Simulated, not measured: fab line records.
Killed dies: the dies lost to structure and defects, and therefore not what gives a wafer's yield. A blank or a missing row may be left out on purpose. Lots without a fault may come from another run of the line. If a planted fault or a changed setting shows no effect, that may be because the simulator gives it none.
A sampling plan put to the test | flow gf180mcu | each of the 15 faults these records tell of, on one fab line, judged from the records of the lots it struck
Plan = the line's own looks (route steps where a gauge or an inspection reads the wafer without altering it). Where struck wafers have a number at a look and the file lists that look's usual mean and standard deviation on fault-free wafers, the look can be judged. Caught: a look later than the fault's first step finds the struck wafers' mean 4 or more of those standard deviations (sigma) from the usual mean. On the tool: the identical test, applied to the tool's own readings at the steps of the fault. Another recipe on the struck wafers, or a record that is blank for them alone, also counts as caught.

THE FAULTS, as the simulator had put them in
1. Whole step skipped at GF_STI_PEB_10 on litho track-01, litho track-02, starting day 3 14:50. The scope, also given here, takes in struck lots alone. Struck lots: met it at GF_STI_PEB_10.
2. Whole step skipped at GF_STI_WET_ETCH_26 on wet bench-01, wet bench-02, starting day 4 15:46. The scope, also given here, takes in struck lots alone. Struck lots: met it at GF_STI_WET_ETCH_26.
3. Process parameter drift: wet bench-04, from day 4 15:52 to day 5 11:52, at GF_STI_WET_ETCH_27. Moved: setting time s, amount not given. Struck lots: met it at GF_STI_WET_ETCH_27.
4. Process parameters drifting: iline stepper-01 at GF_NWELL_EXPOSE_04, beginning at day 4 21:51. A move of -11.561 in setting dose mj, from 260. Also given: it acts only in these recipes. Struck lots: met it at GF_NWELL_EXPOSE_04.
5. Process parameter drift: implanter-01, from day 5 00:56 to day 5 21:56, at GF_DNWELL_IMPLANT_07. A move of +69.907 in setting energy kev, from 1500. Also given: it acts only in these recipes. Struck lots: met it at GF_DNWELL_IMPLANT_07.
6. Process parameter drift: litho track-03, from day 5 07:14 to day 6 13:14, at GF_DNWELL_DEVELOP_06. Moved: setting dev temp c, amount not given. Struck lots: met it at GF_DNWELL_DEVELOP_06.
7. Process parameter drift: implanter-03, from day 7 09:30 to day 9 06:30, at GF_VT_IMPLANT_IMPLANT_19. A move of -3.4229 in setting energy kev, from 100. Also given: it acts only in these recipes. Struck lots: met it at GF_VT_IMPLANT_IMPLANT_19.
8. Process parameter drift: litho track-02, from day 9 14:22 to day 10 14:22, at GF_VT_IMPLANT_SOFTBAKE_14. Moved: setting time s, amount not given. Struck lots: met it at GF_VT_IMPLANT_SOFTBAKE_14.
9. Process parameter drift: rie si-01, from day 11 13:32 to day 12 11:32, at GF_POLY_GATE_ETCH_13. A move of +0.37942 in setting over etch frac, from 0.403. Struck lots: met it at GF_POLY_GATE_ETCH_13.
10. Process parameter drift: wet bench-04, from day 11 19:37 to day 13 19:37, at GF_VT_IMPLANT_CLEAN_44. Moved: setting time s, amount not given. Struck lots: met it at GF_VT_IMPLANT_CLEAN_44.
11. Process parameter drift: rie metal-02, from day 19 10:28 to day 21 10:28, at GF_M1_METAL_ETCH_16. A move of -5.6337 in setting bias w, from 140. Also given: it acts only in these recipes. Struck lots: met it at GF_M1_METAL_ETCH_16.
12. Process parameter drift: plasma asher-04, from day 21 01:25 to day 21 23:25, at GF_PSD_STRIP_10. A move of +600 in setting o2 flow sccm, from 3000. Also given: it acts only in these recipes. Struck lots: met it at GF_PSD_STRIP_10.
13. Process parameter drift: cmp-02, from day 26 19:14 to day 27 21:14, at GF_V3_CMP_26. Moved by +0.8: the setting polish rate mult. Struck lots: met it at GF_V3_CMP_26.
14. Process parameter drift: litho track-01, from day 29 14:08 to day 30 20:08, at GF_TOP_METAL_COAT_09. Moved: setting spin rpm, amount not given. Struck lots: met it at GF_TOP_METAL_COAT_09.
15. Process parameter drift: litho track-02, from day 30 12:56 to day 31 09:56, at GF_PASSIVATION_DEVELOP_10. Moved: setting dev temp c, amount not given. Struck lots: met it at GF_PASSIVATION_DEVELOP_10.

WHAT THE PLAN SAW
fault | on the tool itself                               | first look that catches it                      | reading, sigma | median hours from its first step to that look | hours from the fault's start to the first struck lot there | judged looks passed uncaught
1     | the tool's record is blank for the struck wafers | no look after it can be judged                  | -              | -                                             | -                                                          | 0
2     | the tool's record is blank for the struck wafers | not the one look that can be judged after it    | -              | -                                             | -                                                          | 1
3     | run length s -25 sigma                           | not the one look that can be judged after it    | -              | -                                             | -                                                          | 1
4     | exposure dose mJ cm2 -45 sigma                   | none of the 2 looks that can be judged after it | -              | -                                             | -                                                          | 2
5     | beam energy keV +99 or beyond sigma              | not the one look that can be judged after it    | -              | -                                             | -                                                          | 1
6     | developer temp C -8.8 sigma                      | none of the 2 looks that can be judged after it | -              | -                                             | -                                                          | 2
7     | beam energy keV -99 or beyond sigma              | none of the 2 looks that can be judged after it | -              | -                                             | -                                                          | 2
8     | heater power total W +42 sigma                   | not the one look that can be judged after it    | -              | -                                             | -                                                          | 1
9     | oes product au -7.6 sigma                        | no look after it can be judged                  | -              | -                                             | -                                                          | 0
10    | run length s -19 sigma                           | none of the 2 looks that can be judged after it | -              | -                                             | -                                                          | 2
11    | bias w -14 sigma                                 | not the one look that can be judged after it    | -              | -                                             | -                                                          | 1
12    | o2 flow sccm +73 sigma                           | not the one look that can be judged after it    | -              | -                                             | -                                                          | 1
13    | time to endpoint s -7.9 sigma                    | no look after it can be judged                  | -              | -                                             | -                                                          | 0
14    | spin speed rpm +18 sigma                         | no look after it can be judged                  | -              | -                                             | -                                                          | 0
15    | developer temp C -8.8 sigma                      | no look after it can be judged                  | -              | -                                             | -                                                          | 0
A dash: the fault isn't caught, or these records don't give the number.

Caught at a look: 0 of 15. Caught on the tool: 15 of 15. By one or the other: 15 of 15.
Faults 1, 2, 3, 4, 5, 6, 7, 8, 9, 10, 11, 12, 13, 14, 15 were caught on the tool alone.
